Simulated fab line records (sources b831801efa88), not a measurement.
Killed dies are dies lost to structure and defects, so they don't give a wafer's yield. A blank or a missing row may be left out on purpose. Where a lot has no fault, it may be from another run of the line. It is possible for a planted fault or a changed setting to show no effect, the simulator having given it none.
A struck lot beside a sound one | flow gf180mcu | 23 steps out of a route of 602
Sound: the wafers L221.2, L221.3, L221.6. Struck: wafer L232.3; the same lot's L232.5 was not struck, so it is left out; see the end for the cause.
Per side, at each step with rows, come the tool, then ch with its chambers, and then its first start. Under that, the readings that differ: sound wafers | struck wafers | difference of the means | sigmas: that difference in standard deviations of wafers without a fault.
alike: same words and numbers on both sides, and readings whose means sit less than 2 such deviations apart. not compared: any withheld reading, any reading some wafer has no value for, any bound like >300 that may hide the same value, and any number with overlapping values for which the record gives no deviation.
A row with sigmas, a row that says differs or no value, or rows on one side alone: a step with any of these is where the two part. Numbers that have no deviation but don't overlap get no sigmas and don't part them. A reading that every wafer of one side lacks parts them only if that side has two wafers or more.

first, 5 steps without rows for these wafers: GF_NWELL_COAT_02 (resist thk 3000 nm); GF_NWELL_SOFTBAKE_03; GF_NWELL_EXPOSE_04 (exposes mask Nwell, target cd 860 nm); GF_NWELL_PEB_05; GF_NWELL_DEVELOP_06 (develop time 60 s).
GF_NWELL_OVL_MEAS_07:
  struck on overlay-01, day 7 14:35; sound on overlay-01, day 5 02:56
  reading        | sound       | struck | difference | sigmas
  NWELL_OVL (nm) | 1.5 0.6 0.1 | -3.2   | -3.9       | -3
then, 2 steps without rows for these wafers: GF_NWELL_IMPLANT_08; GF_NWELL_IMPLANT_09.
GF_NWELL_STRIP_10: strips in O2/N2.
  sound on plasma-asher-01 ch 0,1, day 5 03:16; struck on plasma-asher-02 ch 1, day 7 14:57
  reading                      | sound             | struck | difference | sigmas
  drypump-motor-current-A (A)  | 5.69 5.51 5.67    | 5.22   | -0.40      | -2
  strip-time-to-endpoint-s (s) | 37.16 37.22 37.36 | 37.01  | -0.24      | -2
  alike: heater-power-w, oes-product-au
  not compared: rf-hours-counter-h
GF_NWELL_TW_MEAS_11:
  struck on film-metro-04, day 7 15:02; sound on film-metro-03, day 5 03:23
  alike: NWELL_TW
then, 2 steps without rows for these wafers: GF_LVPWELL_DEHYDRATE_00 (time 60 s); GF_LVPWELL_HMDS_01 (prime time 60 s).
GF_LVPWELL_COAT_02: resist thk 3000 nm.
  sound on litho-track-02 ch 0, day 5 09:59; struck on litho-track-03 ch 0, day 7 22:23
  reading                                   | sound          | struck | difference | sigmas
  model.coat_of_LVPWELL_COAT_02.thk-nm (nm) | 2997 2993 2994 | 3095   | +100       |
then, 3 steps without rows for these wafers: GF_LVPWELL_SOFTBAKE_03; GF_LVPWELL_EXPOSE_04 (exposes mask LVPWELL, target cd 600 nm); GF_LVPWELL_PEB_05.
GF_LVPWELL_DEVELOP_06: develop time 60 s.
  sound: litho-track-03 ch 0; struck: litho-track-01 ch 0
  reading                                   | sound          | struck | difference | sigmas
  model.coat_of_LVPWELL_COAT_02.thk-nm (nm) | 2996 2992 2993 | 3093   | +99        |
GF_LVPWELL_OVL_MEAS_07:
  struck on overlay-01, day 8 07:08; sound on overlay-02, day 5 17:53
  alike: LVPWELL_OVL
then, 2 steps without rows for these wafers: GF_LVPWELL_IMPLANT_08; GF_LVPWELL_IMPLANT_09.
GF_LVPWELL_STRIP_10: strips in O2/N2.
  sound on plasma-asher-02 ch 1, day 5 18:13; struck on plasma-asher-02 ch 0, day 8 07:29
  reading                      | sound             | struck | difference | sigmas
  drypump-motor-current-A (A)  | 5.19 5.15 5.15    | 5.69   | +0.53      | +2
  strip-time-to-endpoint-s (s) | 36.90 36.87 36.88 | 38.02  | +1.14      | +12
  alike: heater-power-w, oes-product-au
  not compared: rf-hours-counter-h
GF_LVPWELL_TW_MEAS_11:
  struck on film-metro-04, day 8 07:34; sound on film-metro-04, day 5 18:20
  alike: LVPWELL_TW
after that, 1 step had no rows for these wafers: GF_PASSIVATION_PROBE_99.

WHERE THEY PART
Earliest at GF_NWELL_OVL_MEAS_07; latest, in this record, at GF_LVPWELL_STRIP_10. Later steps at which nothing parts them and some readings are alike: GF_LVPWELL_TW_MEAS_11.

WHY: what had been put in by the simulator
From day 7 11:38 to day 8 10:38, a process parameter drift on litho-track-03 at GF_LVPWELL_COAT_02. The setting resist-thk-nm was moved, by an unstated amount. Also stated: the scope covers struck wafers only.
